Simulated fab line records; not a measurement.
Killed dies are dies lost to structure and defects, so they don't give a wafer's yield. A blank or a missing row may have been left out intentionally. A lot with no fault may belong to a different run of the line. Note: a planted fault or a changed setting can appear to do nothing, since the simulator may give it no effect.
A lot that was struck, set against a sound lot    flow gf180mcu    14 steps out of a route of 602
Sound: wafers L526.2, L526.3, L526.5. Wafers L520.1, L520.3 were the ones struck. Last of all comes the cause.
Order at every step that has rows: each side's tool, ch and its chambers, its first start. Under that, the readings that differ: sound wafers    struck wafers    difference of the means    sigmas: that difference in standard deviations of wafers without a fault.
alike: same words and numbers on both sides, and readings whose means sit less than 2 such deviations apart. not compared: any withheld reading, any reading some wafer has no value for, any bound like >300 that may hide the same value, and any number with overlapping values for which the record gives no deviation.
Wherever a step has rows on one side only, a row that says differs or no value, or a row with sigmas, the two part there. When numbers do not overlap yet have no deviation, they are printed without sigmas and do not part them. Lack of a reading on every wafer of one side parts them only where that side has two or more wafers.

GF_V4_ETCH_17: etches SiO2 in C4F8/O2/Ar, stops on TiN, target depth 630 nm.
  sound: rie-diel-02 ch 0,2,3; struck: rie-diel-01 ch 0,2
  alike: oes-product-au, rf-fwd-power-W
GF_V4_STRIP_18: strips in O2/N2.
  sound on plasma-asher-01 ch 0,1, day 30 11:40; struck on plasma-asher-01 ch 0,1, day 28 23:22
  alike: drypump-motor-current-A, heater-power-w, n2-flow-sccm, oes-product-au
  not compared: rf-hours-counter-h
then, 2 steps without rows for these wafers: GF_V4_STRIP_19 (strips in post etch residue remover, time 1200 s); GF_V4_CLEAN_20 (cleans in DIW).
GF_V4_SPUTTER_21: material Ti, target thk 15 nm, time 80.02 s.
  sound on pvd-sputter-02, day 30 12:14; struck on pvd-sputter-01, day 28 23:56
  alike: throttle-valve-pct
GF_V4_SPUTTER_22: material TiN, target thk 10 nm, time 40 s.
  sound on pvd-sputter-02, day 30 12:18; struck on pvd-sputter-01, day 28 23:59
  alike: throttle-valve-pct
then, 1 step without rows for these wafers: GF_V4_CVD_23 (deposits W, target thk 350 nm, time 104.9 s).
GF_V4_RS_MEAS_24: uses a four-point probe to measure.
  sound on film-metro-01, day 30 12:28; struck on film-metro-01, day 29 00:09
  alike: V4_W_RS
GF_V4_THK_MEAS_25: measures by xrf.
  sound on film-metro-01, day 30 12:35; struck on film-metro-01, day 29 00:16
  alike: V4_W_THK
then, 1 step without rows for these wafers: GF_V4_CMP_26 (polishes, stops on SiO2, t overpolish 15 s, target thk 0 nm).
GF_MIM_SPUTTER_00: material Ti, target thk 37.5 nm, time 150 s.
  sound on pvd-sputter-04, day 30 12:56; struck on pvd-sputter-03, day 29 00:38
  alike: throttle-valve-pct
then, 1 step without rows for these wafers: GF_MIM_SPUTTER_01 (material TiN, target thk 30 nm, time 25 s).
GF_MIM_SPUTTER_02: material AlCu, target thk 450 nm, time 23.9 s.
  sound on pvd-sputter-04, day 30 13:04; struck on pvd-sputter-03, day 29 00:46
reading                                   sound              struck       difference  sigmas
model.AlCu_of_MIM_SPUTTER_02.thk-nm (nm)  445.5 450.5 448.2  853.7 850.9  +404.2      
  alike: throttle-valve-pct
then, 1 step without rows for these wafers: GF_MIM_SPUTTER_03 (material Ti, target thk 10 nm, time 6.7 s).

== WHERE THEY PART ==
Nowhere in this record.

WHY: what had been put in by the simulator
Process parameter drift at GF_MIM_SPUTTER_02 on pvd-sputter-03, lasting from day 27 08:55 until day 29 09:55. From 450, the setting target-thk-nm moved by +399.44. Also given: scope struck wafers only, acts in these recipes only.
